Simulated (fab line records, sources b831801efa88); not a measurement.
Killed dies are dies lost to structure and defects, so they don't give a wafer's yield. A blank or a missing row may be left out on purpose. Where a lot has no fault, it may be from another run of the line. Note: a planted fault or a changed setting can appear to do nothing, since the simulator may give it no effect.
fab line records	flow sky130
[record] lots = 12	wafers = 36	lastDay = 50
route steps=708 shown SONOS_ONO@181 RES_PROTECT@215 POLY_GATE@218 PAD_OPEN@708
lots that met no fault: taken from a fault-free run of the same line
startH: hours from the record's opening day to when the first of the lot's shown wafers began	waitH: how many hours have passed since the lot's step before this one	" same as the row above	L1.1+2: a single row standing in for several wafers	- either no value or no given start	* or withheld: withheld	< > ~ a bound
route shown NAME@n: a module of which the file shows steps, and the number in the route of the first	usual: mean/standard deviation taken from wafers without a fault	same: alike in all rows	chamber/n: place in a boat	sites: readings site by site	_std_site: the values' standard deviation	_edge_site: the outer-site mean with the inner-site mean subtracted	radiusMm: for every site, how far away it sits from the centre of the wafer	mask NAME#n: copy n	behind: the tool/chamber that last shaped the wafer	hold: the reason the lot was held/the length of the hold in hours/how it ended	device: names the non-switching transistor (n, p or np)	end of line: the route-end tests of the same wafers	step lacking rows: just its recipe	killed: dies lost to structure and defects at the first sort, not the wafer's yield	map: shows each die of a wafer: x if killed, . if not, _ if none is there
set.NAME: the setting that was run; set.NAME@STEP: the one run at that earlier step	model.NAME: the simulator's own value behind a step, which no gauge read
route steps across a sampled set of lots; one table per step, one row per wafer
services: when a tool's chamber went out of use (startH, in hours from the record's first day, below 0 if earlier), for how many hours, and the reason
[[steps]]
[step SKY_SONOS_ONO_CD_MEAS_13]
[recipe] targetCdNm = 410
[usual] cdNm = 410.8/2.1
lot.wafer	tool	chamber	startH	waitH	cdNm
L908.4	cdSem-01	-	312.44	0.1	405.1
L908.5	"	-	"	"	407.2
L908.6	"	-	"	"	405.3
L907.1	cdSem-02	-	314.53	0.1	409.2
L907.2	"	-	"	"	409.7
L907.6	"	-	"	"	408.1
L910.1	cdSem-02	-	329.38	0.1	409.2
L910.5	"	-	"	"	410.5
L910.6	"	-	"	"	411.9
L911.1	cdSem-02	-	335.77	0.1	411.4
L911.5	"	-	"	"	411.2
L911.6	"	-	"	"	411.8
L918.2	cdSem-02	-	382.15	0.1	410.1
L918.3	"	-	"	"	412.5
L918.6	"	-	"	"	410.0
L919.1	cdSem-02	-	403.38	0.1	410.6
L919.2	"	-	"	"	408.6
L919.3	"	-	"	"	409.9
L920.1	cdSem-01	-	411.92	0.1	413.8
L920.5	"	-	"	"	413.6
L920.6	"	-	"	"	413.2
L921.1	cdSem-01	-	423.12	0.1	413.2
L921.3	"	-	"	"	411.0
L921.6	"	-	"	"	412.8
L922.3	cdSem-01	-	427.91	0.1	411.2
L922.5	"	-	"	"	409.5
L922.6	"	-	"	"	408.8
L924.1	cdSem-01	-	442.18	0.1	411.1
L924.2	"	-	"	"	412.6
L924.4	"	-	"	"	412.5
L926.1	cdSem-02	-	455.98	0.1	411.3
L926.5	"	-	"	"	410.3
L926.6	"	-	"	"	411.9
L927.2	cdSem-02	-	467.44	0.1	411.9
L927.4	"	-	"	"	408.8
L927.5	"	-	"	"	410.0
[step SKY_RES_PROTECT_TW_MEAS_08]
[usual] POLY_GATE_TW = 4033/41
lot.wafer	tool	chamber	startH	waitH	POLY_GATE_TW
L908.4	filmMetro-04	-	375.21	0.1	4058
L908.5	"	-	"	"	4040
L908.6	"	-	"	"	4059
L907.1	filmMetro-02	-	375.42	0.1	3979
L907.2	"	-	"	"	4010
L907.6	"	-	"	"	3966
L910.1	filmMetro-04	-	391.27	0.1	4075
L910.5	"	-	"	"	4079
L910.6	"	-	"	"	4095
L911.1	filmMetro-02	-	398.87	0.1	3985
L911.5	"	-	"	"	3985
L911.6	"	-	"	"	3996
L918.2	filmMetro-02	-	451.79	0.1	4016
L918.3	"	-	"	"	4035
L918.6	"	-	"	"	4027
L919.1	filmMetro-02	-	471.48	0.1	3989
L919.2	"	-	"	"	3996
L919.3	"	-	"	"	3995
L920.1	filmMetro-02	-	479.18	0.1	4033
L920.5	"	-	"	"	4013
L920.6	"	-	"	"	3998
L921.1	filmMetro-04	-	490.08	0.1	4057
L921.3	"	-	"	"	4061
L921.6	"	-	"	"	4071
L922.3	filmMetro-04	-	493.75	0.1	4049
L922.5	"	-	"	"	4056
L922.6	"	-	"	"	4058
L924.1	filmMetro-04	-	509.18	0.1	4059
L924.2	"	-	"	"	4060
L924.4	"	-	"	"	4041
L926.1	filmMetro-04	-	522.33	0.1	4085
L926.5	"	-	"	"	4075
L926.6	"	-	"	"	4082
L927.2	filmMetro-04	-	534.94	0.1	4077
L927.4	"	-	"	"	4075
L927.5	"	-	"	"	4070
[step SKY_POLY_GATE_THK_MEAS_04]
[recipe] reads = Si3N4_of_POLY_GATE_CVD_03
[usual] POLY_GATE_CVD_03_THK = 75.1/0.54
lot.wafer	tool	chamber	startH	waitH	POLY_GATE_CVD_03_THK[nm]
L907.1	filmMetro-03	-	377.78	0.0	75.3
L907.2	"	-	"	"	75.2
L907.6	"	-	"	"	74.7
L908.4	filmMetro-02	-	377.81	0.0	75.3
L908.5	"	-	"	"	74.6
L908.6	"	-	"	"	75.1
L910.1	filmMetro-04	-	393.75	0.0	75.1
L910.5	"	-	"	"	74.7
L910.6	"	-	"	"	74.4
L911.1	filmMetro-03	-	400.34	0.0	73.9
L911.5	"	-	"	"	73.9
L911.6	"	-	"	"	74.5
L918.2	filmMetro-03	-	453.26	0.0	75.3
L918.3	"	-	"	"	76.2
L918.6	"	-	"	"	75.2
L919.1	filmMetro-03	-	473.69	0.0	75.5
L919.2	"	-	"	"	75.9
L919.3	"	-	"	"	74.6
L920.1	filmMetro-02	-	480.65	0.0	75.8
L920.5	"	-	"	"	75.7
L920.6	"	-	"	"	75.5
L921.1	filmMetro-03	-	492.23	0.0	75.0
L921.3	"	-	"	"	74.9
L921.6	"	-	"	"	75.0
L922.3	filmMetro-02	-	495.23	0.0	75.9
L922.5	"	-	"	"	75.5
L922.6	"	-	"	"	75.4
L924.1	filmMetro-04	-	510.65	0.0	75.6
L924.2	"	-	"	"	75.7
L924.4	"	-	"	"	75.2
L926.1	filmMetro-03	-	523.80	0.0	75.5
L926.5	"	-	"	"	76.0
L926.6	"	-	"	"	75.1
L927.2	filmMetro-03	-	536.41	0.0	74.7
L927.4	"	-	"	"	74.6
L927.5	"	-	"	"	74.2
[step SKY_POLY_GATE_EXPOSE_10]
[recipe] maskId = P1M	na = 0.68	sourceShape = conventional	sigmaOuter = 0.6	targetCdNm = 150	doseMj = 28
lot.wafer	tool	chamber	startH	waitH	mask
L908.4+5+6	krfScanner-02	0	391.81	-	P1M#0
L907.1+2+6	krfScanner-01	0	392.01	-	P1M#0
L910.1+5+6	krfScanner-02	0	408.60	-	P1M#0
L911.1+5+6	krfScanner-02	0	414.43	-	P1M_R1#0
L918.2+3+6	krfScanner-02	0	469.05	-	P1M#0
L919.1+2+3	krfScanner-01	0	489.53	-	P1M#0
L920.1+5+6	krfScanner-02	0	497.05	-	P1M#0
L921.1+3+6	krfScanner-02	0	507.18	-	P1M#0
L922.3+5+6	krfScanner-02	0	510.47	-	P1M#0
L924.1+2+4	krfScanner-02	0	526.88	-	P1M#0
L926.1+5+6	krfScanner-02	0	538.70	-	P1M#0
L927.2+4+5	krfScanner-01	0	551.53	-	P1M#0
[step SKY_POLY_GATE_CD_MEAS_13]
[recipe] targetCdNm = 150
[usual] cdNm = 150.0/1.6
lot.wafer	tool	chamber	startH	waitH	cdNm
L908.4	cdSem-01	-	406.44	-	149.7
L908.5	"	-	"	"	148.0
L908.6	"	-	"	"	150.2
L907.1	cdSem-01	-	406.86	-	148.3
L907.2	"	-	"	"	148.4
L907.6	"	-	"	"	148.1
L910.1	cdSem-02	-	423.23	-	151.4
L910.5	"	-	"	"	150.6
L910.6	"	-	"	"	150.6
L911.1	cdSem-02	-	429.78	-	173.8
L911.5	"	-	"	"	175.4
L911.6	"	-	"	"	176.0
L918.2	cdSem-02	-	483.90	-	148.8
L918.3	"	-	"	"	149.0
L918.6	"	-	"	"	150.3
L919.1	cdSem-01	-	504.48	-	150.2
L919.2	"	-	"	"	150.2
L919.3	"	-	"	"	150.4
L920.1	cdSem-02	-	511.73	-	149.6
L920.5	"	-	"	"	150.8
L920.6	"	-	"	"	150.7
L921.1	cdSem-02	-	523.08	-	151.3
L921.3	"	-	"	"	151.6
L921.6	"	-	"	"	149.5
L922.3	cdSem-02	-	526.12	-	148.6
L922.5	"	-	"	"	147.9
L922.6	"	-	"	"	148.1
L924.1	cdSem-01	-	541.23	-	149.9
L924.2	"	-	"	"	150.3
L924.4	"	-	"	"	149.6
L926.1	cdSem-01	-	553.88	-	149.6
L926.5	"	-	"	"	149.2
L926.6	"	-	"	"	150.4
L927.2	cdSem-02	-	566.15	-	149.0
L927.4	"	-	"	"	150.4
L927.5	"	-	"	"	148.0
[step SKY_POLY_GATE_CD_MEAS_22]
[usual] cdNm = 149.9/2
lot.wafer	tool	chamber	startH	waitH	cdNm
L907.1	cdSem-02	-	408.75	0.1	148.9
L907.2	"	-	"	"	149.3
L907.6	"	-	"	"	148.6
L908.4	cdSem-01	-	408.81	0.1	149.0
L908.5	"	-	"	"	145.5
L908.6	"	-	"	"	149.7
L910.1	cdSem-02	-	425.88	0.1	152.9
L910.5	"	-	"	"	152.4
L910.6	"	-	"	"	152.7
L911.1	cdSem-01	-	432.76	0.1	172.7
L911.5	"	-	"	"	174.9
L911.6	"	-	"	"	173.7
L918.2	cdSem-01	-	485.77	0.1	146.3
L918.3	"	-	"	"	147.6
L918.6	"	-	"	"	148.1
L919.1	cdSem-01	-	506.34	0.1	152.4
L919.2	"	-	"	"	151.3
L919.3	"	-	"	"	150.1
L920.1	cdSem-01	-	513.58	0.1	150.1
L920.5	"	-	"	"	151.1
L920.6	"	-	"	"	150.6
L921.1	cdSem-01	-	524.93	0.1	150.1
L921.3	"	-	"	"	151.6
L921.6	"	-	"	"	150.3
L922.3	cdSem-02	-	527.99	0.1	147.4
L922.5	"	-	"	"	146.8
L922.6	"	-	"	"	147.3
L924.1	cdSem-02	-	543.08	0.1	151.0
L924.2	"	-	"	"	150.3
L924.4	"	-	"	"	151.3
L926.1	cdSem-01	-	555.87	0.1	149.9
L926.5	"	-	"	"	147.6
L926.6	"	-	"	"	150.7
L927.2	cdSem-01	-	568.02	0.1	149.4
L927.4	"	-	"	"	149.7
L927.5	"	-	"	"	146.0
[step SKY_PAD_OPEN_PROBE_99]
[usual] defectLimitedYield = 82.9/1.8	killed_at_M0_to_M3 = 42/7.2	killed_at_M4_up = 3.2/1.8	killedAtContacts = 24/5.4	killedAtFrontEnd = 15/4	killedAtOther = 0.3/0.59	killedDies = 84/9	killedOpen = 46/7.1	killedShort = 38/6	sort_bin_3_pad_short = 0.8/0.41	sort_bin_5_function = 10.1/1.3	sort_bin_6_memory = 6.3/1.2	sortNPass = 408/9	sortYieldPct = 82.9/1.8
[same] grossDies = 492	killedAtBackSide = 0	sort_bin_4_leakage[%] = 0	sort_bin_8_speed[%] = 0
lot.wafer	tool	chamber	startH	waitH	defectLimitedYield[%]	killed_at_M0_to_M3	killed_at_M4_up	killedAtContacts	killedAtFrontEnd	killedAtOther	killedDies	killedOpen	killedShort	sort_bin_3_pad_short[%]	sort_bin_5_function[%]	sort_bin_6_memory[%]	sortNPass	sortYieldPct[%]
L918.2	prober-01	-	1154.83	0.1	81.7	45	2	26	17	0	90	53	37	0.8	8.3	9.1	402	81.7
L918.3	prober-01	-	1154.88	0.2	77.6	54	4	35	15	2	110	53	56	0.8	11.6	10.0	382	77.6
L918.6	prober-01	-	1155.03	0.2	82.5	50	3	22	11	0	86	56	30	0.4	12.0	5.1	406	82.5
L919.1	prober-01	-	1168.84	0.1	81.9	34	1	29	25	0	89	53	36	0.6	11.6	5.9	403	81.9
L919.2	prober-01	-	1168.89	0.1	82.3	40	6	26	15	0	87	48	39	0.8	11.6	5.3	405	82.3
L919.3	prober-01	-	1168.94	0.2	84.6	32	6	24	14	0	76	39	37	1.2	9.1	5.1	416	84.6
// killed by level:class
L918.2 VIA1:geometricParticle:open=10 VIA3:geometricParticle:open=10 CONTACT:geometricParticle:open=8 CONTACT:geometricParticle:short=6 VIA1:geometricParticle:short=6 LI_CONTACT:geometricParticle:open=5 METAL1:geometricParticle:short=5 VIA2:geometricParticle:open=5
L918.3 VIA1:geometricParticle:open=11 CONTACT:geometricParticle:open=10 VIA2:geometricParticle:open=9 LOCAL_INTERCONNECT:geometricParticle:short=7 CONTACT:geometricParticle:short=7 METAL3:geometricParticle:short=7 POLY_GATE:geometricParticle:open=6 LI_CONTACT:geometricParticle:open=6
L918.6 VIA1:geometricParticle:open=18 CONTACT:geometricParticle:open=8 VIA3:geometricParticle:open=8 LI_CONTACT:geometricParticle:open=7 VIA2:geometricParticle:open=6 FIELD_ISO:geometricParticle:short=4 VIA2:geometricParticle:short=4 LOCAL_INTERCONNECT:geometricParticle:short=3
L919.1 VIA1:geometricParticle:open=11 CONTACT:geometricParticle:open=9 FIELD_ISO:geometricParticle:open=8 FIELD_ISO:geometricParticle:short=7 LOCAL_INTERCONNECT:geometricParticle:short=6 VIA2:geometricParticle:open=6 POLY_GATE:geometricParticle:open=5 LI_CONTACT:geometricParticle:open=4
L919.2 CONTACT:geometricParticle:open=8 VIA3:geometricParticle:open=8 CONTACT:geometricParticle:short=7 VIA1:geometricParticle:open=7 LI_CONTACT:geometricParticle:open=6 VIA2:geometricParticle:open=5 METAL1:geometricParticle:short=4 METAL2:geometricParticle:short=4
L919.3 METAL1:geometricParticle:short=7 VIA1:geometricParticle:open=7 LI_CONTACT:geometricParticle:open=6 LOCAL_INTERCONNECT:geometricParticle:short=6 VIA2:geometricParticle:open=6 CONTACT:geometricParticle:open=5 FIELD_ISO:geometricParticle:short=4 METAL4:geometricParticle:short=4
[[services]]
tool	chamber	startH	hours	kind
krfScanner-02	-	387.03	1.0	pm
krfScanner-01	-	408.79	3.6	pm
krfScanner-01	-	412.34	1.3	pm
krfScanner-01	-	435.12	1.0	pm
krfScanner-02	-	440.07	0.8	pm
krfScanner-01	-	442.82	21.0	pm
krfScanner-02	-	445.37	0.7	repair
krfScanner-01	0	452.40	-	calibration
krfScanner-02	0	454.87	-	calibration
krfScanner-02	-	463.82	1.3	pm
krfScanner-02	-	465.12	3.6	pm
krfScanner-02	-	474.82	0.2	repair
krfScanner-01	-	508.50	4.4	pm
krfScanner-01	-	519.64	0.8	pm
krfScanner-02	-	542.29	0.7	repair
[[key]]
[firstSign] step = SKY_POLY_GATE_EXPOSE_10	reading = mask	direction = changed
[effect] step = SKY_POLY_GATE_CD_MEAS_13	reading = cdNm	direction = up	sigmas = 15	usual = 150.0	struck = 175.1
[effect] step = SKY_POLY_GATE_CD_MEAS_22	reading = cdNm	direction = up	sigmas = 12	usual = 149.9	struck = 173.8
metAt SKY_POLY_GATE_EXPOSE_10
struckLots L911
rowsEnd L911.1,L911.5,L911.6
notActingAt SKY_SONOS_ONO_CD_MEAS_13,SKY_RES_PROTECT_TW_MEAS_08,SKY_POLY_GATE_THK_MEAS_04
onsetBetween 408.60 414.43
[fault] kind = wrongMask	tool = any	chamber = -	onsetH = 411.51	steps = SKY_POLY_GATE_EXPOSE_10	auxCopy = P1M_R1#0	cdOffsetNm = 22	scope = struckLotsOnly
// rowsEnd: these wafers met a further fault down the route, and their rows from its step on are left out
